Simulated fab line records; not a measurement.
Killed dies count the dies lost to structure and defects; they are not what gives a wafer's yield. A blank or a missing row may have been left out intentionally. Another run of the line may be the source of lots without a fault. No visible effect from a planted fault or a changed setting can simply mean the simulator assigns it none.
A lot that was struck, set against a sound lot | flow sky130 | 20 steps out of a route of 708
Sound: wafers L209.1, L209.4, L209.6. Struck: wafer L224.6. (L224.2, L224.3 of the same lot were not struck and are left out.) The cause comes at the end.
Per side, at each step with rows, come the tool, then ch with its chambers, and then its first start. Under that, the readings that differ: sound wafers | struck wafers | difference of the means | sigmas: that difference in standard deviations of wafers without a fault.
alike: a reading whose means differ by less than 2 such deviations, as well as words and numbers matching on both sides. not compared: withheld readings; readings where some wafer has no value; bounds like >300 that might hide an equal value; numbers whose values overlap and for which the record gives no deviation.
Wherever a step has rows on one side only, a row that says differs or no value, or a row with sigmas, the two part there. Numbers that have no deviation but don't overlap get no sigmas and don't part them. Lack of a reading on every wafer of one side parts them only where that side has two or more wafers.

SKY_METAL4_SPUTTER_00: material Ti, target thk 15 nm, time 10 s.
  struck on pvd-sputter-02, day 45 15:10; sound on pvd-sputter-04, day 41 11:15
  alike: throttle-valve-pct
SKY_METAL4_SPUTTER_01: material TiN, target thk 20 nm, time 16.7 s.
  struck on pvd-sputter-02, day 45 15:11; sound on pvd-sputter-04, day 41 11:16
  alike: throttle-valve-pct
SKY_METAL4_SPUTTER_02: material AlCu, target thk 735 nm, time 39.1 s.
  struck on pvd-sputter-02, day 45 15:13; sound on pvd-sputter-04, day 41 11:18
  alike: throttle-valve-pct
then, 2 steps without rows for these wafers: SKY_METAL4_SPUTTER_03 (material Ti, target thk 5 nm, time 3.3 s); SKY_METAL4_SPUTTER_04 (material TiN, target thk 70 nm, time 58.3 s).
SKY_CAP2M_CVD_00: deposits SiO2, target thk 15.5 nm.
  sound on pecvd-03 ch 0,1,2, day 41 11:25; struck on pecvd-03 ch 2, day 45 15:19
  alike: heater-power-w
SKY_CAP2M_THK_MEAS_01:
  struck on film-metro-02, day 45 15:21; sound on film-metro-03, day 41 11:26
  reading               | sound             | struck | difference | sigmas
  CAP2M_CVD_00_THK (nm) | 15.55 15.85 16.03 | 15.16  | -0.65      | -3
SKY_CAP2M_SPUTTER_02: material TiN, target thk 200 nm, time 166.7 s.
  struck on pvd-sputter-04, day 45 15:24; sound on pvd-sputter-02, day 41 11:29
  alike: throttle-valve-pct
SKY_CAP2M_RS_MEAS_03: measurement is done with a four-point probe.
  struck on film-metro-04, day 45 15:32; sound on film-metro-04, day 41 11:36
  alike: CAP2M_TIN_RS
SKY_CAP2M_THK_MEAS_04: measures by xrf.
  struck on film-metro-04, day 45 15:38; sound on film-metro-04, day 41 11:43
  alike: CAP2M_TIN_THK
then, 2 steps without rows for these wafers: SKY_CAP2M_DEHYDRATE_05 (time 60 s); SKY_CAP2M_HMDS_06 (prime time 60 s).
SKY_CAP2M_COAT_07: resist thk 1140 nm.
  sound on litho-track-03 ch 0, day 41 23:06; struck on litho-track-02 ch 0, day 46 01:32
  reading                                    | sound          | struck | difference | sigmas
  model.NOVOLAK_of_CAP2M_COAT_07.thk-nm (nm) | 1137 1132 1135 | 1126   | -9         |
then, 4 steps without rows for these wafers: SKY_CAP2M_SOFTBAKE_08 (time 60 s); SKY_CAP2M_EXPOSE_09 (exposes mask CAP2M, target cd 1000 nm); SKY_CAP2M_PEB_10; SKY_CAP2M_DEVELOP_11 (develop time 60 s).
SKY_CAP2M_OVL_MEAS_12:
  struck on overlay-02, day 46 12:37; sound on overlay-01, day 42 10:31
  alike: CAP2M_OVL
SKY_CAP2M_METAL_ETCH_13: etches TiN in Cl2/BCl3, stops on SiO2, target depth 220 nm, time 62.9 s.
  sound on rie-metal-02 ch 0,1, day 42 10:32; struck on rie-metal-04 ch 1, day 46 12:38
  reading                     | sound       | struck | difference | sigmas
  drypump-motor-current-A (A) | 5.8 5.7 6.3 | 5.2    | -0.7       | -2
  alike: oes-product-au, throttle-valve-pct
  not compared: rf-hours-counter-h, model.NOVOLAK_of_CAP2M_COAT_07.thk-nm
then, 1 step without rows for these wafers: SKY_CAP2M_STRIP_14 (strips in O2/N2).

## WHERE THEY PART
At SKY_CAP2M_THK_MEAS_01 first; at SKY_CAP2M_METAL_ETCH_13 last (within this record only).

WHY: whatever the simulator had introduced
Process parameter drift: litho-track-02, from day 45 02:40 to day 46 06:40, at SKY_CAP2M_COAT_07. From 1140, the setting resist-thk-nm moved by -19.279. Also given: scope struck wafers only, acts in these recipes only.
